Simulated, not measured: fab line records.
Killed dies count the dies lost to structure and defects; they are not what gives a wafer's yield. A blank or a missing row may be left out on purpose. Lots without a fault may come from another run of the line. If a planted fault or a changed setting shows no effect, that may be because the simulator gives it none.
Chamber matching :: flow gf180mcu :: GF_HV_LDD_ETCHBACK_58 on rieDiel-04: 4 sister chambers
The step etches Si3N4 in CH3F/O2, stops on SiO2, time 100 s, target depth 90 nm. 14 wafers are shown with their chamber, then 7 later ones without.

== WAFERS WITH THEIR CHAMBER ==
wafer: L216.1
chamber: 3
drypumpMotorCurrentA (A): 5.39
throttleValvePct (%): 10.567
oesProductAu (a.u.): 0.845

wafer: L216.4
chamber: 2
drypumpMotorCurrentA (A): 5.38
throttleValvePct (%): 10.570
oesProductAu (a.u.): 0.843

wafer: L216.6
chamber: 1
drypumpMotorCurrentA (A): 5.76
throttleValvePct (%): 10.541
oesProductAu (a.u.): 0.851

wafer: L218.2
chamber: 2
drypumpMotorCurrentA (A): 5.36
throttleValvePct (%): 10.557
oesProductAu (a.u.): 0.838

wafer: L218.3
chamber: 0
drypumpMotorCurrentA (A): 6.00
throttleValvePct (%): 10.559
oesProductAu (a.u.): 0.844

wafer: L218.6
chamber: 1
drypumpMotorCurrentA (A): 5.75
throttleValvePct (%): 10.566
oesProductAu (a.u.): 0.831

wafer: L224.4
chamber: 2
drypumpMotorCurrentA (A): 5.36
throttleValvePct (%): 10.560
oesProductAu (a.u.): 0.844

wafer: L224.5
chamber: 2
drypumpMotorCurrentA (A): 5.37
throttleValvePct (%): 10.576
oesProductAu (a.u.): 0.841

wafer: L224.6
chamber: 1
drypumpMotorCurrentA (A): 5.79
throttleValvePct (%): 10.549
oesProductAu (a.u.): 0.835

wafer: L230.3
chamber: 0
drypumpMotorCurrentA (A): 6.01
throttleValvePct (%): 10.556
oesProductAu (a.u.): 0.832

wafer: L230.5
chamber: 0
drypumpMotorCurrentA (A): 6.00
throttleValvePct (%): 10.559
oesProductAu (a.u.): 0.842

wafer: L230.6
chamber: 2
drypumpMotorCurrentA (A): 5.36
throttleValvePct (%): 10.553
oesProductAu (a.u.): 0.838

wafer: L231.1
chamber: 0
drypumpMotorCurrentA (A): 6.02
throttleValvePct (%): 10.571
oesProductAu (a.u.): 0.858

wafer: L231.4
chamber: 0
drypumpMotorCurrentA (A): 6.01
throttleValvePct (%): 10.548
oesProductAu (a.u.): 0.847

SIGNATURES (means of the wafers above)
reading: drypumpMotorCurrentA
chamber 0: 6.0080
chamber 1: 5.7667
chamber 2: 5.3660
chamber 3: 5.3900
scatter within a chamber: 0.0121

reading: throttleValvePct
chamber 0: 10.55860
chamber 1: 10.55200
chamber 2: 10.56320
chamber 3: 10.56700
scatter within a chamber: 0.00981

reading: oesProductAu
chamber 0: 0.84460
chamber 1: 0.83900
chamber 2: 0.84080
chamber 3: 0.84500
scatter within a chamber: 0.00778
Rule: for a wafer and a chamber, the distance is found by dividing, reading by reading, the gap between the wafer's reading and the chamber's mean by the reading's scatter, squaring, summing and taking the root. The wafer belongs to the nearest chamber; if the next one is less than 2 further off, it can't be placed. How the scatter is found: for the shown wafers, subtract from each reading the mean of its chamber, square and add these, divide the total by (wafers less chambers), then take the root.

== WAFERS WITHOUT THEIR CHAMBER ==
wafer: L231.5
drypumpMotorCurrentA (A): 5.38
throttleValvePct (%): 10.569
oesProductAu (a.u.): 0.859

wafer: L232.4
drypumpMotorCurrentA (A): 6.00
throttleValvePct (%): 10.561
oesProductAu (a.u.): 0.840

wafer: L232.5
drypumpMotorCurrentA (A): 5.41
throttleValvePct (%): 10.563
oesProductAu (a.u.): 0.837

wafer: L232.6
drypumpMotorCurrentA (A): 5.36
throttleValvePct (%): 10.562
oesProductAu (a.u.): 0.838

wafer: L235.1
drypumpMotorCurrentA (A): 5.37
throttleValvePct (%): 10.553
oesProductAu (a.u.): 0.836

wafer: L235.5
drypumpMotorCurrentA (A): 5.77
throttleValvePct (%): 10.566
oesProductAu (a.u.): 0.834

wafer: L235.6
drypumpMotorCurrentA (A): 5.38
throttleValvePct (%): 10.549
oesProductAu (a.u.): 0.835

== EACH ONE'S CHAMBER ==
wafer: L231.5
from the rows above: can't be placed: 3 or 2
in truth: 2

wafer: L232.4
from the rows above: 0
in truth: 0

wafer: L232.5
from the rows above: can't be placed: 3 or 2
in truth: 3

wafer: L232.6
from the rows above: 2
in truth: 2

wafer: L235.1
from the rows above: can't be placed: 2 or 3
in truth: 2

wafer: L235.5
from the rows above: 1
in truth: 1

wafer: L235.6
from the rows above: can't be placed: 2 or 3
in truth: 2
Correctly placed: 3 of 7. Cannot be placed on the basis of these rows: 4; the candidates contain the true chamber in 4. Wrongly placed: 0.
